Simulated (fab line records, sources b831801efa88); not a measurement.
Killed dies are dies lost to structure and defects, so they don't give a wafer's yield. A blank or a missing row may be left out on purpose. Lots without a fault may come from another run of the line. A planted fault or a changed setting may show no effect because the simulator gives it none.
fab line records | flow sky130
record lots=13 wafers=39 last_day=50
route steps=708 shown VIA2@519 CAPM@541 METAL4@599 PAD_OPEN@708
lots that met no fault: from a run of the same line without faults
start_h: hours from the record's first day to the start of the lot's first wafer shown | wait_h: hours since the lot's step before | " the same as in the row above | L1.1+2: a row that stands for several wafers | - no value, or no start given | * or withheld: withheld | < > ~ a bound
route shown NAME@n: a module of which the file shows steps, and the number in the route of the first | usual: mean/standard deviation of fault-free wafers | same: alike in all rows | chamber/n: place in a boat | sites: the reading at each site | _std_site: their standard deviation | _edge_site: outer sites' mean less inner sites' | radius_mm: how far each site lies from the wafer's centre | mask NAME#n: copy n | behind: the tool/chamber that last shaped the wafer | hold: why the lot was held/for how many hours/how that ended | device: the transistor (n, p or np) that didn't switch | end of line: the same wafers' tests at the end of the route | a step without rows: its recipe alone | killed: dies lost to structure and defects at the first sort, not the wafer's yield | map: a wafer's dies, x killed, . not, _ none there
set.NAME: the setting as run; set.NAME@STEP: as run at that earlier step | model.NAME: the simulator's own value behind a step, which no gauge read
steps of the route over a sample of lots; a table a step, a row a wafer
services: from which hour (start_h, from the record's first day; less than 0 if before it) a tool's chamber was out of use, for how many hours, and why
## steps
# step SKY_VIA2_CD_MEAS_12
# recipe target_cd_nm=200
# usual cd_nm=200.0/1.3
# columns lot.wafer tool chamber start_h wait_h cd_nm
L264.3 cd_sem-02 - 869.32 - 200.5
L264.4 " - " " 200.6
L264.6 " - " " 201.9
L265.1 cd_sem-02 - 872.03 - 201.0
L265.4 " - " " 198.8
L265.5 " - " " 201.2
L273.1 cd_sem-01 - 938.58 - 201.9
L273.2 " - " " 202.6
L273.6 " - " " 202.1
L274.1 cd_sem-01 - 941.13 - 200.5
L274.2 " - " " 199.5
L274.6 " - " " 199.0
L275.1 cd_sem-01 - 947.38 - 198.3
L275.3 " - " " 197.0
L275.6 " - " " 198.6
L277.2 cd_sem-01 - 953.51 - 199.3
L277.3 " - " " 199.7
L277.6 " - " " 198.6
L278.1 cd_sem-01 - 969.78 - 200.7
L278.2 " - " " 200.9
L278.4 " - " " 199.6
L279.1 cd_sem-01 - 971.38 - 200.0
L279.3 " - " " 199.0
L279.5 " - " " 200.1
L280.2 cd_sem-01 - 980.20 - 202.2
L280.3 " - " " 201.6
L280.5 " - " " 202.7
L281.1 cd_sem-01 - 989.49 - 203.3
L281.2 " - " " 201.9
L281.6 " - " " 201.0
L282.2 cd_sem-01 - 991.55 - 198.9
L282.3 " - " " 199.7
L282.6 " - " " 200.3
L283.2 cd_sem-02 - 993.45 - 200.1
L283.4 " - " " 200.6
L283.5 " - " " 198.9
L284.2 cd_sem-01 - 1005.85 - 199.2
L284.3 " - " " 199.8
L284.4 " - " " 199.1
# step SKY_VIA2_OVL_MEAS_13
# usual VIA2_OVL=-4/6
# columns lot.wafer tool chamber start_h wait_h VIA2_OVL[nm]
L264.3 overlay-02 - 869.42 0.1 -1
L264.4 " - " " -2
L264.6 " - " " -4
L265.1 overlay-02 - 872.15 0.1 7
L265.4 " - " " 4
L265.5 " - " " 2
L273.1 overlay-01 - 938.70 0.1 -7
L273.2 " - " " -14
L273.6 " - " " -10
L274.1 overlay-01 - 941.25 0.1 0
L274.2 " - " " -8
L274.6 " - " " -12
L275.1 overlay-01 - 947.50 0.1 3
L275.3 " - " " 14
L275.6 " - " " 8
L277.2 overlay-01 - 953.61 0.1 8
L277.3 " - " " -4
L277.6 " - " " 4
L278.1 overlay-02 - 969.90 0.1 -11
L278.2 " - " " -14
L278.4 " - " " -11
L279.1 overlay-02 - 971.50 0.1 -6
L279.3 " - " " 0
L279.5 " - " " -2
L280.2 overlay-01 - 980.31 0.1 7
L280.3 " - " " -4
L280.5 " - " " 4
L281.1 overlay-02 - 989.61 0.1 -8
L281.2 " - " " -13
L281.6 " - " " -9
L282.2 overlay-01 - 991.66 0.1 -4
L282.3 " - " " 4
L282.6 " - " " 3
L283.2 overlay-01 - 993.56 0.1 -6
L283.4 " - " " -12
L283.5 " - " " -9
L284.2 overlay-01 - 1005.96 0.1 -4
L284.3 " - " " 0
L284.4 " - " " -6
# step SKY_CAPM_THK_MEAS_04
# recipe thk_meas_gauge=xrf reads=TiN_of_CAPM_SPUTTER_02
# usual CAPM_TIN_THK=194.4/3
# columns lot.wafer tool chamber start_h wait_h CAPM_TIN_THK[nm]
L264.3 film_metro-02 - 871.32 0.1 192.6
L264.4 " - " " 191.1
L264.6 " - " " 193.1
L265.1 film_metro-04 - 874.02 0.1 195.8
L265.4 " - " " 193.4
L265.5 " - " " 192.8
L273.1 film_metro-02 - 940.57 0.1 196.1
L273.2 " - " " 198.3
L273.6 " - " " 193.6
L274.1 film_metro-04 - 943.12 0.1 192.9
L274.2 " - " " 195.1
L274.6 " - " " 197.1
L275.1 film_metro-03 - 949.40 0.1 194.8
L275.3 " - " " 199.8
L275.6 " - " " 201.4
L277.2 film_metro-03 - 955.48 0.1 190.6
L277.3 " - " " 195.5
L277.6 " - " " 195.8
L278.1 film_metro-03 - 971.78 0.1 190.0
L278.2 " - " " 190.2
L278.4 " - " " 193.7
L279.1 film_metro-04 - 973.42 0.1 189.3
L279.3 " - " " 192.4
L279.5 " - " " 194.3
L280.2 film_metro-02 - 982.23 0.1 194.6
L280.3 " - " " 195.7
L280.5 " - " " 195.1
L281.1 film_metro-02 - 991.84 0.1 193.8
L281.2 " - " " 195.2
L281.6 " - " " 198.7
L282.2 film_metro-03 - 993.70 0.1 199.2
L282.3 " - " " 193.2
L282.6 " - " " 195.1
L283.2 film_metro-03 - 995.45 0.1 192.7
L283.4 " - " " 192.7
L283.5 " - " " 194.0
L284.2 film_metro-02 - 1007.84 0.1 195.5
L284.3 " - " " 195.3
L284.4 " - " " 192.2
# step SKY_METAL4_SPUTTER_01
# recipe material=TiN target_thk_nm=20 power_w=6500 time_s=16.7 chamber_pressure_pa=0.4
# usual throttle_valve_pct=30.1/1.4
# columns lot.wafer tool chamber start_h wait_h throttle_valve_pct
L264.3 pvd_sputter-04 - 950.38 0.0 30.2
L264.4 " - " " 30.3
L264.6 " - " " 30.6
L265.1 pvd_sputter-04 - 952.19 0.0 30.2
L265.4 " - " " 30.4
L265.5 " - " " 31.6
L273.1 pvd_sputter-03 - 1014.79 0.0 30.5
L273.2 " - " " 31.3
L273.6 " - " " 31.2
L274.1 pvd_sputter-01 - 1016.72 0.0 29.5
L274.2 " - " " 27.3
L274.6 " - " " 29.4
L275.1 pvd_sputter-04 - 1023.76 0.0 30.3
L275.3 " - " " 30.1
L275.6 " - " " 30.6
L277.2 pvd_sputter-04 - 1030.17 0.0 30.3
L277.3 " - " " 31.8
L277.6 " - " " 30.2
L278.1 pvd_sputter-04 - 1043.92 0.0 30.5
L278.2 " - " " 30.1
L278.4 " - " " 31.8
L279.1 pvd_sputter-01 - 1044.47 0.0 28.4
L279.3 " - " " 29.4
L279.5 " - " " 32.2
L280.2 pvd_sputter-01 - 1054.52 0.0 31.9
L280.3 " - " " 29.3
L280.5 " - " " 32.0
L281.1 pvd_sputter-04 - 1062.06 0.0 30.1
L281.2 " - " " 30.0
L281.6 " - " " 30.3
L282.2 pvd_sputter-01 - 1064.75 0.0 32.1
L282.3 " - " " 29.4
L282.6 " - " " 32.1
L283.2 pvd_sputter-01 - 1066.46 0.0 29.1
L283.4 " - " " 32.1
L283.5 " - " " 27.4
L284.2 pvd_sputter-04 - 1078.37 0.0 30.1
L284.3 " - " " 30.5
L284.4 " - " " 30.3
# step SKY_PAD_OPEN_PROBE_99
# usual defect_limited_yield=82.5/1.8 killed_at_M0_to_M3=44/6.6 killed_at_M4_up=2.9/1.8 killed_at_contacts=24/4.8 killed_at_front_end=15/4.5 killed_at_other=0.3/0.64 killed_dies=86/8.7 killed_open=47/6.5 killed_short=39/5.8 sort_bin_3_pad_short=0.9/0.4 sort_bin_5_function=10.3/1.4 sort_bin_6_memory=6.2/1.1 sort_n_pass=406/8.7 sort_yield_pct=82.5/1.8
# same gross_dies=492 killed_at_back_side=0 sort_bin_4_leakage[%]=0 sort_bin_8_speed[%]=0
# columns lot.wafer tool chamber start_h wait_h defect_limited_yield[%] killed_at_M0_to_M3 killed_at_M4_up killed_at_contacts killed_at_front_end killed_at_other killed_dies killed_open killed_short sort_bin_3_pad_short[%] sort_bin_5_function[%] sort_bin_6_memory[%] sort_n_pass sort_yield_pct[%]
L273.1 prober-01 - 1145.64 0.1 74.6 50 41 21 13 0 125 45 42 3.3 14.8 7.3 367 74.6
L273.2 prober-01 - 1145.69 0.1 83.9 43 6 21 9 0 79 40 38 1.4 7.5 7.1 413 83.9
L273.6 prober-01 - 1145.89 0.2 81.3 47 2 28 14 1 92 45 47 0.4 10.6 7.7 400 81.3
# killed by level:class
L273.1 METAL4:unspecified=38 VIA1:geometric_particle:open=10 VIA3:geometric_particle:open=10 VIA2:geometric_particle:open=8 METAL2:geometric_particle:short=7 FIELD_ISO:geometric_particle:short=6 CONTACT:geometric_particle:short=6 CONTACT:geometric_particle:open=6
L273.2 VIA1:geometric_particle:open=9 CONTACT:geometric_particle:open=8 METAL1:geometric_particle:short=7 VIA1:geometric_particle:short=5 VIA3:geometric_particle:open=5 LI_CONTACT:geometric_particle:short=4 LOCAL_INTERCONNECT:geometric_particle:short=4 VIA2:geometric_particle:open=4
L273.6 VIA1:geometric_particle:open=12 CONTACT:geometric_particle:open=8 METAL1:geometric_particle:short=8 METAL2:geometric_particle:short=7 CONTACT:geometric_particle:short=7 LOCAL_INTERCONNECT:geometric_particle:short=7 LI_CONTACT:geometric_particle:open=5 VIA2:geometric_particle:open=5
## services
# columns tool chamber start_h hours kind
pvd_sputter-03 - 950.78 5.2 repair
pvd_sputter-01 2 951.45 - consumable_replace:kit
pvd_sputter-01 2 951.45 18.0 scheduled_down
pvd_sputter-01 2 951.45 18.0 vent_cycle
pvd_sputter-03 3 1032.17 - consumable_replace:kit
pvd_sputter-03 3 1032.17 18.0 scheduled_down
pvd_sputter-03 3 1032.17 18.0 vent_cycle
pvd_sputter-04 1 1044.05 - consumable_replace:kit
pvd_sputter-04 1 1044.05 18.0 scheduled_down
pvd_sputter-04 1 1044.05 18.0 vent_cycle
## key
first_sign step=SKY_PAD_OPEN_PROBE_99 reading=killed_at_M4_up direction=up sigmas=22 usual=2.9 struck=41
effect step=SKY_PAD_OPEN_PROBE_99 reading=sort_bin_3_pad_short direction=up sigmas=5.9 usual=0.9 struck=3.3
met_at SKY_METAL4_SPUTTER_01
struck_lots L273
struck_wafers L273.1
not_acting_at SKY_VIA2_CD_MEAS_12,SKY_VIA2_OVL_MEAS_13,SKY_CAPM_THK_MEAS_04
fault kind=chamber_particle_source tool=pvd_sputter-03 chamber=- onset_h=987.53 steps=SKY_METAL4_SPUTTER_01 rate_per_visit_cm2=0.70002 end_h=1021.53 scope=struck_wafers_only
